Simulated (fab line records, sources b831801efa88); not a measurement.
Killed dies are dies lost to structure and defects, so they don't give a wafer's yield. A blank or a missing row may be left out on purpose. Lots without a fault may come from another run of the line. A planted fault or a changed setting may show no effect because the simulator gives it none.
fab line records | flow sky130 | part 1 of 2: steps 1 to 25 of 35
record lots=5 wafers=15 last_day=51
route steps=708 shown VIA4@643 METAL5@661
lots that met no fault: from a run of the same line without faults
start_h: hours from the record's first day to the start of the lot's first wafer shown | wait_h: hours since the lot's step before | " the same as in the row above | L1.1+2: a row that stands for several wafers | - no value, or no start given | * or withheld: withheld | < > ~ a bound
route shown NAME@n: a module of which the file shows steps, and the number in the route of the first | usual: mean/standard deviation of fault-free wafers | same: alike in all rows | chamber/n: place in a boat | sites: the reading at each site | _std_site: their standard deviation | _edge_site: outer sites' mean less inner sites' | radius_mm: how far each site lies from the wafer's centre | mask NAME#n: copy n | behind: the tool/chamber that last shaped the wafer | hold: why the lot was held/for how many hours/how that ended | device: the transistor (n, p or np) that didn't switch | end of line: the same wafers' tests at the end of the route | a step without rows: its recipe alone | killed: dies lost to structure and defects at the first sort, not the wafer's yield | map: a wafer's dies, x killed, . not, _ none there
set.NAME: the setting as run; set.NAME@STEP: as run at that earlier step | model.NAME: the simulator's own value behind a step, which no gauge read
lots at some steps of the route; a table a step, a row a wafer
services: from which hour (start_h, from the record's first day; less than 0 if before it) a tool's chamber was out of use, for how many hours, and why
## steps
# step SKY_VIA4_DEHYDRATE_04
# recipe temp_c=200 time_s=60
# columns lot.wafer tool chamber start_h wait_h
L083.2+4+6 litho_track-02 0 1054.44 10.7
L085.3+5+6 litho_track-01 0 1074.23 10.0
L089.1+3+4 litho_track-01 0 1102.18 6.7
L094.4+5+6 litho_track-02 0 1115.04 10.7
L096.3+4+5 litho_track-01 0 1165.73 7.6
# step SKY_VIA4_HMDS_05
# recipe prime_time_s=60 prime_temp_c=120
# columns lot.wafer tool chamber start_h wait_h
L083.2+4+6 litho_track-02 0 1054.59 0.1
L085.3+5+6 litho_track-01 0 1074.38 0.1
L089.1+3+4 litho_track-01 0 1102.33 0.1
L094.4+5+6 litho_track-02 0 1115.19 0.1
L096.3+4+5 litho_track-01 0 1165.88 0.1
# step SKY_VIA4_COAT_06
# recipe resist=NOVOLAK spin_rpm=3000 resist_thk_nm=1140
# columns lot.wafer tool chamber start_h wait_h
L083.2+4+6 litho_track-02 0 1054.74 0.1
L085.3+5+6 litho_track-01 0 1074.53 0.1
L089.1+3+4 litho_track-01 0 1102.48 0.1
L094.4+5+6 litho_track-02 0 1115.34 0.1
L096.3+4+5 litho_track-01 0 1166.03 0.1
# step SKY_VIA4_SOFTBAKE_07
# recipe temp_c=90 time_s=62.73 resist=NOVOLAK
# usual plate_sensor_t_centre_C=90.758/0.01 plate_sensor_t_edge_C=90.828/0.01
# columns lot.wafer tool chamber start_h wait_h plate_sensor_t_centre_C plate_sensor_t_edge_C
L083.2 litho_track-02 0 1054.89 0.1 90.770 90.841
L083.4 " 0 " " 90.764 90.824
L083.6 " 0 " " 90.760 90.808
L085.3 litho_track-01 0 1074.68 0.1 90.758 90.820
L085.5 " 0 " " 90.771 90.824
L085.6 " 0 " " 90.766 90.831
L089.1 litho_track-01 0 1102.63 0.1 90.753 90.824
L089.3 " 0 " " 90.751 90.827
L089.4 " 0 " " 90.778 90.836
L094.4 litho_track-02 0 1115.49 0.1 90.734 90.836
L094.5 " 0 " " 90.746 90.840
L094.6 " 0 " " 90.778 90.832
L096.3 litho_track-01 0 1166.18 0.1 90.759 90.820
L096.4 " 0 " " 90.761 90.837
L096.5 " 0 " " 90.754 90.829
# step SKY_VIA4_EXPOSE_08
# recipe mask_id=VIM4 na=0.6 source_shape=conventional sigma_outer=0.6 polarization=unpolarized target_cd_nm=800 dose_mj=132
# usual reticle_temp_C=23.00/0.11 stage_vel_mm_s=499.96/0.26
# columns lot.wafer tool chamber start_h wait_h mask reticle_temp_C stage_vel_mm_s
L083.2 iline_stepper-02 0 - - VIM4#0 22.97 500.03
L083.4 " 0 " " VIM4#0 23.02 499.90
L083.6 " 0 " " VIM4#0 23.02 499.82
L085.3 iline_stepper-02 0 - - VIM4#0 23.01 500.39
L085.5 " 0 " " VIM4#0 23.00 500.22
L085.6 " 0 " " VIM4#0 23.08 500.54
L089.1 iline_stepper-01 0 - - VIM4#0 22.88 500.29
L089.3 " 0 " " VIM4#0 22.80 500.02
L089.4 " 0 " " VIM4#0 22.77 499.62
L094.4 iline_stepper-01 0 - - VIM4#0 22.87 500.06
L094.5 " 0 " " VIM4#0 22.98 499.93
L094.6 " 0 " " VIM4#0 23.07 500.08
L096.3 iline_stepper-01 0 - - VIM4#0 23.19 500.26
L096.4 " 0 " " VIM4#0 23.07 500.20
L096.5 " 0 " " VIM4#0 23.18 500.17
# step SKY_VIA4_PEB_09
# recipe temp_c=withheld time_s=* resist=NOVOLAK
# columns lot.wafer tool chamber start_h wait_h
L083.2+4+6 litho_track-02 0 - -
L085.3+5+6 litho_track-02 0 - -
L089.1+3+4 litho_track-02 0 - -
L094.4+5+6 litho_track-03 0 - -
L096.3+4+5 litho_track-01 0 - -
# step SKY_VIA4_DEVELOP_10
# recipe resist=NOVOLAK developer=TMAH develop_time_s=60 dev_temp_c=23
# columns lot.wafer tool chamber start_h wait_h
L083.2+4+6 litho_track-02 0 1065.19 0.1
L085.3+5+6 litho_track-02 0 1084.21 0.1
L089.1+3+4 litho_track-02 0 1113.12 0.1
L094.4+5+6 litho_track-03 0 1124.56 0.1
L096.3+4+5 litho_track-01 0 1174.93 0.1
# step SKY_VIA4_OVL_MEAS_11
# usual VIA4_OVL=0.5/1.7
# columns lot.wafer tool chamber start_h wait_h VIA4_OVL[nm]
L083.2 overlay-01 - 1065.32 0.1 0.3
L083.4 " - " " 1.5
L083.6 " - " " 2.5
L085.3 overlay-02 - 1084.33 0.1 -1.3
L085.5 " - " " 1.4
L085.6 " - " " 1.0
L089.1 overlay-01 - 1113.27 0.1 -0.2
L089.3 " - " " -0.9
L089.4 " - " " -0.3
L094.4 overlay-01 - 1124.65 0.1 -0.1
L094.5 " - " " 0.5
L094.6 " - " " 0.7
L096.3 overlay-01 - 1175.04 0.1 3.3
L096.4 " - " " 1.3
L096.5 " - " " 1.7
# step SKY_VIA4_ETCH_12
# recipe target=SiO2 chemistry=C4F8/O2/Ar stop_on=TiN mask_material=NOVOLAK source_w=1500 bias_w=1200 pressure_mtorr=40 c4f8_flow_sccm=withheld O2_flow_sccm=6 Ar_flow_sccm=300 time_s=withheld target_depth_a=5800
# usual oes_product_au=0.925/0.0047
# columns lot.wafer tool chamber start_h wait_h oes_product_au
L083.2 rie_diel-02 0 1065.35 0.0 0.923
L083.4 " 0 " " 0.930
L083.6 " 1 " " 0.925
L085.3 rie_diel-01 0 1084.35 0.0 0.922
L085.5 " 3 " " 0.937
L085.6 " 2 " " 0.928
L089.1 rie_diel-03 3 1113.30 0.0 0.921
L089.3 " 0 " " 0.934
L089.4 " 2 " " 0.934
L094.4 rie_diel-03 3 1124.67 0.0 0.924
L094.5 " 0 " " 0.921
L094.6 " 1 " " 0.927
L096.3 rie_diel-02 1 1175.07 0.0 0.924
L096.4 " 2 " " 0.925
L096.5 " 3 " " 0.918
# step SKY_VIA4_STRIP_13
# recipe chemistry=O2/N2 power_w=1400 pressure_mtorr=1500 platen_temp_c=withheld o2_flow_sccm=3000 n2_flow_sccm=300 overash_fraction=0.5
# usual drypump_motor_current_A=5.7/0.47 oes_product_au=0.710/0.004 strip_time_to_endpoint_s=12.797/0.023
# columns lot.wafer tool chamber start_h wait_h drypump_motor_current_A oes_product_au rf_hours_counter_h strip_time_to_endpoint_s
L083.2 plasma_asher-04 0 1065.42 - 5.1 0.705 95 12.817
L083.4 " 1 " " 5.6 0.711 - 12.772
L083.6 " 0 " " 5.1 0.712 - 12.781
L085.3 plasma_asher-03 0 1084.46 - 5.4 0.710 - 12.821
L085.5 " 0 " " 5.4 0.714 - 12.810
L085.6 " 1 " " 6.4 0.707 - 12.772
L089.1 plasma_asher-01 0 1113.37 - 6.3 0.700 67 12.799
L089.3 " 1 " " 5.6 0.704 - 12.796
L089.4 " 0 " " 6.3 0.707 - 12.810
L094.4 plasma_asher-04 0 1124.78 - 5.1 0.714 - 12.805
L094.5 " 1 " " 5.6 0.717 - 12.775
L094.6 " 0 " " 5.1 0.713 - 12.835
L096.3 plasma_asher-04 1 1175.17 - 5.6 0.715 - 12.829
L096.4 " 0 " " 5.1 0.713 - 12.794
L096.5 " 0 " " 5.1 0.713 - 12.803
# step SKY_VIA4_STRIP_14
# recipe chemistry=post_etch_residue_remover time_s=1200 temp_c=72.5
# usual bath_heat_duty_pct=14.7/1.6
# columns lot.wafer tool chamber start_h wait_h bath_heat_duty_pct
L083.2 wet_bench-03 0 1065.52 0.1 15.8
L083.4 " 0 " " 15.0
L083.6 " 0 " " 14.8
L085.3 wet_bench-01 3 1084.52 0.0 17.2
L085.5 " 3 " " 14.6
L085.6 " 3 " " 14.5
L089.1 wet_bench-02 2 1113.47 0.1 15.6
L089.3 " 2 " " 15.5
L089.4 " 2 " " 15.0
L094.4 wet_bench-03 3 1124.84 0.0 15.4
L094.5 " 3 " " 15.0
L094.6 " 3 " " 15.1
L096.3 wet_bench-03 1 1175.24 0.0 12.8
L096.4 " 1 " " 13.2
L096.5 " 1 " " 13.0
# step SKY_VIA4_CLEAN_15
# recipe chemistry=IPA time_s=180 temp_c=25
# usual bath_heat_duty_pct=6.5/0.7
# columns lot.wafer tool chamber start_h wait_h bath_heat_duty_pct
L083.2 wet_bench-02 0 1065.90 0.0 6.6
L083.4 " 0 " " 6.6
L083.6 " 0 " " 7.6
L085.3 wet_bench-02 1 1084.90 0.0 6.0
L085.5 " 1 " " 5.2
L085.6 " 1 " " 6.4
L089.1 wet_bench-03 3 1113.82 0.0 7.0
L089.3 " 3 " " 6.3
L089.4 " 3 " " 6.6
L094.4 wet_bench-02 2 1125.19 0.0 6.3
L094.5 " 2 " " 7.3
L094.6 " 2 " " 7.0
L096.3 wet_bench-02 3 1175.99 0.0 5.7
L096.4 " 3 " " 6.0
L096.5 " 3 " " 6.0
# step SKY_VIA4_CLEAN_16
# recipe chemistry=O3/DIW dry=n2_spin
# columns lot.wafer tool chamber start_h wait_h
L083.2+4+6 wet_bench-03 1 1065.95 0.0
L085.3+5+6 wet_bench-03 0 1084.95 0.0
L089.1+3+4 wet_bench-02 2 1113.87 0.0
L094.4+5+6 wet_bench-02 0 1125.25 0.0
L096.3+4+5 wet_bench-02 1 1176.04 0.0
# step SKY_VIA4_SPUTTER_17
# recipe material=TiN target_thk_nm=20 chamber_pressure_pa=5 power_w=4000 time_s=80
# usual cathode_dc_power_W=4000.0/0.66 throttle_valve_pct=30.5/1.2
# columns lot.wafer tool chamber start_h wait_h cathode_dc_power_W throttle_valve_pct
L083.2 pvd_sputter-03 - 1066.05 0.0 3999.8 33.2
L083.4 " - " " 4000.1 29.9
L083.6 " - " " 4001.3 31.4
L085.3 pvd_sputter-03 - 1085.05 0.0 3999.5 31.4
L085.5 " - " " 4000.7 29.5
L085.6 " - " " 3999.2 32.9
L089.1 pvd_sputter-01 - 1113.97 0.0 3999.8 29.4
L089.3 " - " " 3999.3 30.3
L089.4 " - " " 4000.8 30.2
L094.4 pvd_sputter-01 - 1125.38 0.0 4000.0 30.1
L094.5 " - " " 3999.8 30.1
L094.6 " - " " 4001.5 29.1
L096.3 pvd_sputter-03 - 1176.14 0.0 3999.6 31.0
L096.4 " - " " 4000.1 29.4
L096.5 " - " " 3999.3 29.5
# step SKY_VIA4_CVD_18
# recipe material=W target_thk_nm=505 time_s=152.14 temp_c=400 pressure_torr=40
# usual heater_power_w=847/60
# columns lot.wafer tool chamber start_h wait_h heater_power_w
L083.2 cvd_w-01 0 1066.12 0.0 740
L083.4 " 1 " " 881
L083.6 " 1 " " 888
L085.3 cvd_w-02 1 1085.16 0.1 854
L085.5 " 0 " " 884
L085.6 " 1 " " 870
L089.1 cvd_w-02 0 1114.03 0.0 905
L089.3 " 0 " " 864
L089.4 " 1 " " 874
L094.4 cvd_w-02 1 1125.46 0.1 866
L094.5 " 1 " " 845
L094.6 " 0 " " 879
L096.3 cvd_w-01 1 1176.25 0.1 907
L096.4 " 0 " " 762
L096.5 " 0 " " 738
# step SKY_VIA4_RS_MEAS_19
# recipe thk_meas_gauge=four-point-probe reads=W_of_VIA4_CVD_18+TiN_of_VIA4_SPUTTER_17
# usual VIA4_W_RS=0.2267/0.0022
# columns lot.wafer tool chamber start_h wait_h VIA4_W_RS[ohm/sq]
L083.2 film_metro-02 - 1066.29 0.1 0.2267
L083.4 " - " " 0.2264
L083.6 " - " " 0.2275
L085.3 film_metro-04 - 1085.30 0.1 0.2274
L085.5 " - " " 0.2269
L085.6 " - " " 0.2261
L089.1 film_metro-04 - 1114.18 0.1 0.2269
L089.3 " - " " 0.2265
L089.4 " - " " 0.2280
L094.4 film_metro-04 - 1125.62 0.1 0.2255
L094.5 " - " " 0.2229
L094.6 " - " " 0.2191
L096.3 film_metro-04 - 1176.39 0.1 0.2287
L096.4 " - " " 0.2264
L096.5 " - " " 0.2305
# step SKY_VIA4_THK_MEAS_20
# recipe thk_meas_gauge=xrf reads=W_of_VIA4_CVD_18
# usual VIA4_W_THK=516/5.5
# columns lot.wafer tool chamber start_h wait_h VIA4_W_THK[nm]
L083.2 film_metro-02 - 1066.40 0.1 518
L083.4 " - " " 516
L083.6 " - " " 516
L085.3 film_metro-04 - 1085.40 0.1 511
L085.5 " - " " 513
L085.6 " - " " 512
L089.1 film_metro-04 - 1114.30 0.1 513
L089.3 " - " " 512
L089.4 " - " " 508
L094.4 film_metro-04 - 1125.71 0.1 516
L094.5 " - " " 520
L094.6 " - " " 530
L096.3 film_metro-04 - 1176.49 0.1 502
L096.4 " - " " 510
L096.5 " - " " 501
# step SKY_VIA4_CMP_21
# recipe stop_on=SiO2 t_overpolish_s=25 down_force_psi=3.5 platen_rpm=60 target_thk_nm=0 pad_velocity_m_s=0.94248
# usual motor_current_A=11.9/0.95 overpolish_run_s=25.001/0.0094 slurry_filter_dp_kPa=13.50/0.14 time_to_endpoint_s=123/3.7
# columns lot.wafer tool chamber start_h wait_h motor_current_A overpolish_run_s slurry_filter_dp_kPa time_to_endpoint_s
L083.4 cmp-01 1 1066.45 0.0 11.0 25.006 13.36 128
L083.2 " 2 " " 12.3 25.000 13.48 123
L083.6 " 2 " " 12.5 25.010 13.64 124
L085.3 cmp-02 2 1093.99 8.6 11.5 25.018 13.29 122
L085.5 " 2 " " 11.2 24.990 13.54 124
L085.6 " 3 " " 12.5 25.004 13.44 126
L089.4 cmp-01 0 1114.36 0.0 14.5 25.006 13.71 117
L089.3 " 2 " " 11.9 24.994 13.57 123
L089.1 " 3 " " 12.0 24.981 13.27 122
L094.4 cmp-01 1 1125.84 0.1 12.1 25.000 13.44 124
L094.6 " 3 " " 11.4 25.010 13.64 129
L094.5 " 0 " " 13.2 24.994 13.64 126
L096.3 cmp-01 3 1176.53 0.0 11.1 25.005 13.60 121
L096.4 " 2 " " 12.6 24.985 13.53 118
L096.5 " 3 " " 12.1 25.025 13.47 117
# step SKY_METAL5_SPUTTER_00
# recipe material=Ti target_thk_nm=15 power_w=3000 time_s=10 chamber_pressure_pa=0.4
# usual cathode_dc_power_W=3000.0/0.57 throttle_valve_pct=30.7/1.3
# columns lot.wafer tool chamber start_h wait_h cathode_dc_power_W throttle_valve_pct
L083.2 pvd_sputter-02 - 1066.75 0.2 3000.2 30.3
L083.4 " - " " 3000.3 31.7
L083.6 " - " " 3000.1 30.1
L085.3 pvd_sputter-03 - 1094.29 0.2 2999.7 32.9
L085.5 " - " " 3000.3 31.6
L085.6 " - " " 3000.1 32.9
L089.1 pvd_sputter-03 - 1114.66 0.1 3000.6 29.6
L089.3 " - " " 3000.0 31.0
L089.4 " - " " 3000.7 33.0
L094.4 pvd_sputter-02 - 1126.04 0.1 2999.3 30.9
L094.5 " - " " 2999.7 31.2
L094.6 " - " " 3000.0 31.7
L096.3 pvd_sputter-02 - 1176.83 0.2 3000.5 31.9
L096.4 " - " " 3000.2 30.1
L096.5 " - " " 3000.0 31.7
# step SKY_METAL5_SPUTTER_01
# recipe material=TiN target_thk_nm=20 power_w=6500 time_s=16.7 chamber_pressure_pa=0.4
# usual cathode_dc_power_W=6500.0/1.2 throttle_valve_pct=30.7/1.3
# columns lot.wafer tool chamber start_h wait_h cathode_dc_power_W throttle_valve_pct
L083.2 pvd_sputter-02 - 1066.77 0.0 6497.6 30.2
L083.4 " - " " 6500.1 31.7
L083.6 " - " " 6500.1 29.9
L085.3 pvd_sputter-03 - 1094.32 0.0 6498.5 33.0
L085.5 " - " " 6500.7 31.5
L085.6 " - " " 6499.2 32.9
L089.1 pvd_sputter-03 - 1114.68 0.0 6499.8 29.4
L089.3 " - " " 6500.4 30.9
L089.4 " - " " 6500.6 33.0
L094.4 pvd_sputter-02 - 1126.07 0.0 6501.1 31.2
L094.5 " - " " 6499.2 31.3
L094.6 " - " " 6498.3 31.7
L096.3 pvd_sputter-02 - 1176.85 0.0 6501.1 31.7
L096.4 " - " " 6501.1 29.9
L096.5 " - " " 6501.5 31.6
# step SKY_METAL5_SPUTTER_02
# recipe material=AlCu target_thk_nm=1150 power_w=10600 time_s=61.2 chamber_pressure_pa=0.4
# usual cathode_dc_power_W=10600/1.9 throttle_valve_pct=30.7/1.4
# columns lot.wafer tool chamber start_h wait_h cathode_dc_power_W throttle_valve_pct
L083.2 pvd_sputter-02 - 1066.80 0.0 10602 30.0
L083.4 " - " " 10598 31.7
L083.6 " - " " 10599 30.1
L085.3 pvd_sputter-03 - 1094.34 0.0 10604 33.0
L085.5 " - " " 10603 31.5
L085.6 " - " " 10602 33.2
L089.1 pvd_sputter-03 - 1114.71 0.0 10596 29.5
L089.3 " - " " 10599 30.9
L089.4 " - " " 10599 33.0
L094.4 pvd_sputter-02 - 1126.09 0.0 10603 31.5
L094.5 " - " " 10598 31.2
L094.6 " - " " 10600 31.7
L096.3 pvd_sputter-02 - 1176.88 0.0 10599 31.7
L096.4 " - " " 10599 30.1
L096.5 " - " " 10600 31.7
# step SKY_METAL5_SPUTTER_03
# recipe material=Ti target_thk_nm=5 power_w=3000 time_s=3.3 chamber_pressure_pa=0.4
# usual cathode_dc_power_W=3000.0/0.5 throttle_valve_pct=30.7/1.3
# columns lot.wafer tool chamber start_h wait_h cathode_dc_power_W throttle_valve_pct
L083.2 pvd_sputter-02 - 1066.85 0.0 3000.6 29.9
L083.4 " - " " 2999.8 31.9
L083.6 " - " " 2999.7 29.8
L085.3 pvd_sputter-03 - 1094.39 0.0 2999.2 32.8
L085.5 " - " " 3000.5 31.3
L085.6 " - " " 3000.2 33.0
L089.1 pvd_sputter-03 - 1114.76 0.0 3000.3 29.5
L089.3 " - " " 2999.8 30.9
L089.4 " - " " 3000.3 32.9
L094.4 pvd_sputter-02 - 1126.14 0.0 2999.7 31.4
L094.5 " - " " 3000.8 31.2
L094.6 " - " " 2999.9 31.8
L096.3 pvd_sputter-02 - 1176.93 0.0 3000.1 31.7
L096.4 " - " " 3000.4 29.9
L096.5 " - " " 2999.5 31.6
# step SKY_METAL5_SPUTTER_04
# recipe material=TiN target_thk_nm=70 power_w=6500 time_s=58.3 chamber_pressure_pa=0.4
# usual cathode_dc_power_W=6499.9/1.3 throttle_valve_pct=30.7/1.3
# columns lot.wafer tool chamber start_h wait_h cathode_dc_power_W throttle_valve_pct
L083.2 pvd_sputter-02 - 1066.86 0.0 6500.0 30.1
L083.4 " - " " 6502.2 31.8
L083.6 " - " " 6500.5 30.1
L085.3 pvd_sputter-03 - 1094.41 0.0 6499.8 32.8
L085.5 " - " " 6499.4 31.6
L085.6 " - " " 6500.0 32.9
L089.1 pvd_sputter-03 - 1114.78 0.0 6498.6 29.8
L089.3 " - " " 6498.7 31.1
L089.4 " - " " 6499.2 33.2
L094.4 pvd_sputter-02 - 1126.16 0.0 6497.8 31.6
L094.5 " - " " 6498.4 31.0
L094.6 " - " " 6497.5 31.5
L096.3 pvd_sputter-02 - 1176.95 0.0 6500.1 31.8
L096.4 " - " " 6500.8 30.2
L096.5 " - " " 6502.0 31.6
# step SKY_METAL5_RS_MEAS_05
# recipe thk_meas_gauge=four-point-probe reads=TiN_of_METAL5_SPUTTER_04+Ti_of_METAL5_SPUTTER_03+AlCu_of_METAL5_SPUTTER_02+TiN_of_METAL5_SPUTTER_01+Ti_of_METAL5_SPUTTER_00
# usual METAL5_ALCU_RS=0.0271/0.00021
# columns lot.wafer tool chamber start_h wait_h METAL5_ALCU_RS[ohm/sq]
L083.2 film_metro-01 - 1066.93 0.0 0.02718
L083.4 " - " " 0.02725
L083.6 " - " " 0.02704
L085.3 film_metro-03 - 1094.50 0.1 0.02713
L085.5 " - " " 0.02713
L085.6 " - " " 0.02726
L089.1 film_metro-04 - 1114.82 0.0 0.02691
L089.3 " - " " 0.02694
L089.4 " - " " 0.02682
L094.4 film_metro-04 - 1126.27 0.1 0.02712
L094.5 " - " " 0.0269
L094.6 " - " " 0.02719
L096.3 film_metro-03 - 1177.04 0.1 0.02738
L096.4 " - " " 0.02727
L096.5 " - " " 0.02742
# step SKY_METAL5_THK_MEAS_06
# recipe thk_meas_gauge=xrf reads=AlCu_of_METAL5_SPUTTER_02
# usual METAL5_ALCU_THK=1164/9.3
# columns lot.wafer tool chamber start_h wait_h METAL5_ALCU_THK[nm]
L083.2 film_metro-01 - 1067.04 0.1 1161
L083.4 " - " " 1166
L083.6 " - " " 1168
L085.3 film_metro-03 - 1094.60 0.1 1163
L085.5 " - " " 1162
L085.6 " - " " 1158
L089.1 film_metro-04 - 1114.94 0.1 1171
L089.3 " - " " 1163
L089.4 " - " " 1170
L094.4 film_metro-04 - 1126.36 0.1 1161
L094.5 " - " " 1177
L094.6 " - " " 1164
L096.3 film_metro-03 - 1177.14 0.1 1143
L096.4 " - " " 1153
L096.5 " - " " 1155
